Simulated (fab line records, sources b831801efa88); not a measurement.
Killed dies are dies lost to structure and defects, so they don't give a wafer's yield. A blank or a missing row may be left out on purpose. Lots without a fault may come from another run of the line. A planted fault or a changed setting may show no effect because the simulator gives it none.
Which tool did it? | flow sky130 | 6 lots, 18 wafers sampled, at 3 steps of a route of 708

WHAT THE GAUGES READ, wafer by wafer
SKY_POLY_GATE_THK_MEAS_21.
lot  | measured     | on            | POLY_GATE_OXIDATION_THK (nm)
L648 | day 16 22:01 | film_metro-03 | 6.30 6.18 6.35 6.32 6.23 6.38
L654 | day 19 02:34 | film_metro-04 | 4.01 3.96 4.04
L661 | day 21 18:42 | film_metro-03 | 4.10 4.04 4.07
L664 | day 22 22:54 | film_metro-04 | 3.96 3.94 4.01
L667 | day 23 18:50 | film_metro-03 | 3.97 4.02 4.01
L670 | day 25 08:02 | film_metro-04 | 4.11 3.92 4.00

WHICH TOOL RAN EACH LOT (tool, then ch and the chambers of the sampled wafers, then the start)
lot  | SKY_VT_ADJUST_PCH_STRIP_09           | SKY_POLY_GATE_OXIDATION_20
L648 | plasma_asher-02 ch 1, day 10 16:19   | furnace-02 ch 0, day 16 18:10
L654 | plasma_asher-01 ch 0,1, day 12 13:10 | furnace-01 ch 0, day 19 01:18
L661 | plasma_asher-01 ch 0,1, day 14 23:43 | furnace-02 ch 0, day 21 17:27
L664 | plasma_asher-03 ch 0,1, day 16 01:27 | furnace-02 ch 0, day 22 21:39
L667 | plasma_asher-01 ch 0,1, day 16 16:16 | furnace-01 ch 0, day 23 17:35
L670 | plasma_asher-02 ch 0,1, day 17 20:09 | furnace-02 ch 0, day 25 06:46
- SKY_VT_ADJUST_PCH_STRIP_09: strips in O2/N2.
- SKY_POLY_GATE_OXIDATION_20: stabilise 600 s, purge 300 s, target thk 4 nm.

THE ANSWER, worked out from the rows above alone
Rule: what is usual is taken from the lots themselves. Put in order of their means at a reading, lots are off if they are a third of the lots or fewer, leave a main group of 4 or more, and stand apart from it by a gap of 3 or more times the standard deviation of the main group's means; of several such gaps the widest counts. A main group whose means are all the same, to the digits that the tables above print for the reading, isn't used. A lot without any number at a reading at which 4 lots or more have one is off too. The other lots that the step has rows for count as sound.
Off: L648, at SKY_POLY_GATE_THK_MEAS_21 (POLY_GATE_OXIDATION_THK). The main group: mean 4.01 nm, standard deviation 0.033.
A tool fits if, at a process step before that reading, it ran every lot that is off, and no sound lot after the first of them. The gauges at SKY_POLY_GATE_THK_MEAS_21 are tried like those tools. None of those tried fits.

WHAT THE SIMULATOR HAD PUT IN
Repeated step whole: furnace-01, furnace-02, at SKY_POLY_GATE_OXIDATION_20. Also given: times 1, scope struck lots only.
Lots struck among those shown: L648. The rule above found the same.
